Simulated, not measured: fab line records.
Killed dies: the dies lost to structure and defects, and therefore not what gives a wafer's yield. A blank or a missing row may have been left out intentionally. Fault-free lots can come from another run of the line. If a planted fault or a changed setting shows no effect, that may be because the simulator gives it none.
Which tool was responsible? | flow gf180mcu | Sampling: 13 lots, 38 wafers, 5 of 602 route steps

== WHAT THE GAUGES SHOWED, per wafer ==
GF_HV_LDD_CD_MEAS_19: the cd target is 400 nm. Usual: cd nm 400.6 nm, standard deviation 2.5.
lot  | measured     | on        | cd nm (nm)        | flag
L167 | day 10 19:01 | cd sem-02 | 403.7 402.6 402.4 |
L168 | day 11 02:12 | cd sem-01 | 393.8 396.9 398.6 |
L169 | day 11 08:46 | cd sem-02 | 402.7 402.0 400.5 |
L170 | day 11 12:40 | cd sem-02 | 402.1 402.0 400.6 |
L171 | day 12 00:43 | cd sem-02 | 402.4 401.3 401.7 |
L172 | day 12 10:40 | cd sem-01 | 403.3 400.9 401.5 |
L173 | day 12 12:39 | cd sem-02 | 398.8 400.5 400.4 |
L178 | day 14 06:13 | cd sem-02 | 401.5 399.4       |
L180 | day 14 19:52 | cd sem-02 | 400.5 399.9 401.7 |
L184 | day 15 23:32 | cd sem-02 | 403.6 404.1 405.6 |
L187 | day 17 05:52 | cd sem-02 | 402.9 404.4 405.2 |
L189 | day 17 15:53 | cd sem-02 | 399.2 401.5 400.4 |
L190 | day 18 01:39 | cd sem-01 | 399.7 401.3 399.8 |

GF_HV_LDD_OVL_MEAS_20. Usual: for HV_LDD_01_OVL the level is -0.1 nm and the standard deviation is 1.3.
lot  | measured     | on         | HV_LDD_01_OVL (nm) | flag
L167 | day 10 19:08 | overlay-01 | 0.8 -2.5 -0.3      |
L168 | day 11 02:17 | overlay-01 | -1.1 -0.2 -1.9     |
L169 | day 11 08:53 | overlay-02 | -0.2 0.7 0.8       |
L170 | day 11 12:47 | overlay-01 | -0.5 -1.3 0.2      |
L171 | day 12 00:50 | overlay-01 | -1.1 -0.8 -0.2     |
L172 | day 12 10:47 | overlay-01 | 0.4 -0.2 -1.6      |
L173 | day 12 12:45 | overlay-01 | -1.2 -1.6 -2.2     |
L178 | day 14 06:20 | overlay-02 | 0.5 -0.3           |
L180 | day 14 19:59 | overlay-02 | 2.9 1.5 2.4        |
L184 | day 15 23:38 | overlay-01 | 0.1 -0.7 -0.5      |
L187 | day 17 05:59 | overlay-02 | -2.0 -2.5 -2.8     |
L189 | day 17 16:00 | overlay-02 | 0.3 -1.4 -0.8      |
L190 | day 18 01:44 | overlay-02 | 0.6 -0.5 1.4       |

GF_PSD_RS_MEAS_14: the measuring method here is four-point-probe. Usual: for NSD_RS the level is 46.12 ohm/sq and the standard deviation is 0.086.
lot  | measured     | on            | NSD_RS (ohm/sq)   | flag
L167 | day 14 06:10 | film metro-03 | 46.19 46.04 46.12 |
L168 | day 14 15:15 | film metro-03 | 46.09 46.14 46.22 |
L169 | day 14 23:31 | film metro-04 | 46.12 45.99 46.07 |
L170 | day 15 07:01 | film metro-04 | 45.95 46.10 45.93 |
L171 | day 15 16:19 | film metro-03 | 46.29 46.14 46.16 |
L172 | day 16 02:22 | film metro-01 | 45.97 46.09 46.00 |
L173 | day 16 04:55 | film metro-01 | 46.29 46.29 46.14 |
L178 | day 18 02:52 | film metro-03 | 46.07 47.96       | OFF
L180 | day 18 20:25 | film metro-01 | 46.06 47.81 46.06 | OFF
L184 | day 20 01:17 | film metro-03 | 46.18 46.20 46.25 |
L187 | day 21 09:43 | film metro-04 | 46.07 46.02 46.04 |
L189 | day 21 21:31 | film metro-04 | 46.12 46.07 46.33 |
L190 | day 22 05:49 | film metro-03 | 46.06 46.06 46.08 |

GF_PSD_RS_MEAS_15: the measuring method here is four-point-probe. Usual: for PSD_RS the level is 108.54 ohm/sq and the standard deviation is 0.3.
lot  | measured     | on            | PSD_RS (ohm/sq)      | flag
L167 | day 14 06:17 | film metro-03 | 108.59 108.56 108.62 |
L168 | day 14 15:22 | film metro-03 | 108.42 108.17 108.30 |
L169 | day 14 23:38 | film metro-04 | 108.50 108.13 108.27 |
L170 | day 15 07:08 | film metro-04 | 108.46 108.40 107.92 |
L171 | day 15 16:26 | film metro-03 | 109.29 109.25 109.01 |
L172 | day 16 02:29 | film metro-01 | 108.42 108.53 108.40 |
L173 | day 16 05:02 | film metro-01 | 108.81 108.76 108.73 |
L178 | day 18 02:59 | film metro-03 | 108.73 113.66        | OFF
L180 | day 18 20:32 | film metro-01 | 108.24 113.64 108.61 | OFF
L184 | day 20 01:24 | film metro-03 | 108.42 108.85 108.27 |
L187 | day 21 09:50 | film metro-04 | 108.30 108.11 108.41 |
L189 | day 21 21:38 | film metro-04 | 108.67 108.67 109.23 |
L190 | day 22 05:56 | film metro-03 | 108.38 108.57 108.32 |

== WHICH TOOL RAN EACH LOT (tool, then ch and the chambers of the sampled wafers, then the start) ==
lot  | GF_PSD_RTA_13
L167 | rtp anneal-02 ch 0, day 14 06:05
L168 | rtp anneal-01 ch 0, day 14 15:10
L169 | rtp anneal-02 ch 0, day 14 23:26
L170 | rtp anneal-02 ch 0, day 15 06:56
L171 | rtp anneal-01 ch 0, day 15 16:14
L172 | rtp anneal-02 ch 0, day 16 02:17
L173 | rtp anneal-02 ch 0, day 16 04:49
L178 | rtp anneal-01 ch 0, day 18 02:46
L180 | rtp anneal-01 ch 0, day 18 20:20
L184 | rtp anneal-02 ch 0, day 20 01:11
L187 | rtp anneal-02 ch 0, day 21 09:38
L189 | rtp anneal-02 ch 0, day 21 21:26
L190 | rtp anneal-02 ch 0, day 22 05:43
- GF_PSD_RTA_13: time 20 s.

== WHAT THE TOOLS THEMSELVES READ (means of the sampled wafers that have a number; where no wafer has one, the mark that the record gives instead) ==
GF_PSD_RTA_13. Usual: lamp power pct 34.5 %, standard deviation 2.9; run length s 48.6 s, standard deviation 0.34; wafer_temp_C_max 1029.1, standard deviation 0.94.
lot  | tool          | lamp power pct (%) | run length s (s) | wafer_temp_C_max | flag
L167 | rtp anneal-02 | 32.0               | 48.4             | 1029.1           |
L168 | rtp anneal-01 | 38.0               | 48.9             | 1028.1           |
L169 | rtp anneal-02 | 32.1               | 48.6             | 1029.1           |
L170 | rtp anneal-02 | 32.1               | 48.3             | 1029.4           |
L171 | rtp anneal-01 | 38.1               | 48.9             | 1028.2           |
L172 | rtp anneal-02 | 32.1               | 48.4             | 1029.2           |
L173 | rtp anneal-02 | 32.0               | 48.3             | 1029.8           |
L178 | rtp anneal-01 | 38.0               | 45.5             | 1028.6           | OFF
L180 | rtp anneal-01 | 38.0               | 46.6             | 1028.8           | OFF
L184 | rtp anneal-02 | 32.0               | 48.2             | 1029.2           |
L187 | rtp anneal-02 | 32.0               | 48.2             | 1030.2           |
L189 | rtp anneal-02 | 32.0               | 48.3             | 1028.4           |
L190 | rtp anneal-02 | 32.1               | 48.4             | 1029.0           |

== THE ANSWER, worked out from the rows above alone ==
Rule: lot off if the mean of its wafers having a number is beyond 3 standard deviations from the usual mean. A lot without any number at a reading at which 4 lots or more have one is off too. Where the step has rows for the other lots, those lots are counted as sound. Order of review: gauges by route order, followed by the tools' own readings, for which a lot's mean as printed above is used. The first step at which some lot is off is used, and at that step the reading that is off furthest; a lot without a number counts as furthest.
Off: at GF_PSD_RS_MEAS_14 (NSD_RS), L178, L180.
If a tool, at a process step before that reading, ran all the lots that are off and no sound lot after the first of them, it fits. The gauges at GF_PSD_RS_MEAS_14 aren't tried: what is off there is off at GF_PSD_RTA_13 too, on other tools, and a gauge's error can't cause that. One candidate fits, namely rtp anneal-01 at GF_PSD_RTA_13. A fault onset in the window from L171 (day 15 16:14, its last sound lot) to L178 (day 18 02:46, its first lot off) fits.
On the lots that are off, the tool's own readings at GF_PSD_RTA_13 differ by more than 5 times the standard deviation of the sound lots' means, which bears it out; run length s reads 46.0 s there versus 48.4 s on the sound lots.

== WHAT HAD BEEN PUT IN BY THE SIMULATOR ==
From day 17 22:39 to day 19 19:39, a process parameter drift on rtp anneal-01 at GF_PSD_RTA_13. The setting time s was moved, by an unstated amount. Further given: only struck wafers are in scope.
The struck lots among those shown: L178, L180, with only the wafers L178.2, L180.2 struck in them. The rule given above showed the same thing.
